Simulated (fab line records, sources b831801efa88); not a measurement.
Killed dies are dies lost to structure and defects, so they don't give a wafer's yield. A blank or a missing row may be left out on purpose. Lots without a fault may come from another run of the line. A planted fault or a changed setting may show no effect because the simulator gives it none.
One fault seen from 2 desks | flow gf180mcu | each desk has only its own numbers; what lay behind them comes last

THE METROLOGY DESK
What the gauges read, lot by lot, whatever tool the lot ran on: means of the sampled wafers that have a number. A lot is out of limits, marked OUT, if its mean lies more than 4 standard deviations from the usual mean; the brackets give that distance.
Columns: A = V4_W_THK at GF_V4_THK_MEAS_25, usual 354 nm; B = V5_CVD_00_THK at GF_V5_THK_MEAS_01, usual 301.0 nm
lot  | first seen here | A   | B
L994 | day 24 09:11    | 356 | 298.5
L995 | day 24 19:43    | 349 | 301.6
L996 | day 25 04:58    | 344 | 299.7
L101 | day 26 23:35    | 356 | 271.7 (-12) OUT
L102 | day 27 15:02    | 358 | 284.8 (-6.8) OUT
L110 | day 29 13:05    | 352 | 300.5
L111 | day 29 22:47    | 352 | 301.2
L112 | day 30 03:03    | 357 | 302.7
L113 | day 30 11:16    | 357 | 300.4
L115 | day 30 21:58    | 359 | 305.1
L116 | day 31 04:16    | 348 | 298.9
L117 | day 31 19:07    | 369 | 299.3
This desk's finding: out of limits on L101, L102; first on L101, day 28 16:58 (V5_CVD_00_THK at GF_V5_THK_MEAS_01). In limits: L994, L995, L996, L110, L111, L112, L113, L115, L116, L117.

THE TOOL OWNER'S DESK: hdpcvd-02
The tool's own readings at GF_V5_CVD_00 (deposits SiO2, target thk 300 nm, time 50 s): means of the sampled wafers that have a number, for each lot that ran on this tool. A lot is out of limits, marked OUT, if its mean lies more than 4 standard deviations from the usual mean; the brackets give that distance.
Columns: A = sih4_flow_sccm at GF_V5_CVD_00, usual 60.02 sccm
lot  | first seen here | A
L994 | day 26 05:34    | 60.08
L101 | day 28 16:54    | 53.93 (-32) OUT
L102 | day 29 08:14    | 57.17 (-15) OUT
L112 | day 31 16:50    | 59.85
L115 | day 32 11:40    | 60.20
L116 | day 32 16:38    | 59.96
L117 | day 33 06:41    | 60.00
This desk's finding: out of limits on L101, L102; first on L101, day 28 16:54 (sih4_flow_sccm at GF_V5_CVD_00). In limits: L994, L112, L115, L116, L117.

PUT TOGETHER
The tool owner's desk could have raised an alarm at day 28 16:54, on L101, L102.
The metrology desk could have raised an alarm at day 28 16:58, on L101, L102.
Of the lots named, all ran GF_V5_CVD_00 on hdpcvd-02.

WHAT THE SIMULATOR HAD PUT IN
Process parameter drift: hdpcvd-02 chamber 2, from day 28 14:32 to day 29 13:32, at GF_V5_CVD_00. Setting sih4_flow_sccm, moved by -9, from 60. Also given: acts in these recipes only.
Lots struck among those shown: L101, L102.
Hours from the fault's start to each desk's first reading out of limits: the tool owner's desk, 2; the metrology desk, 2.
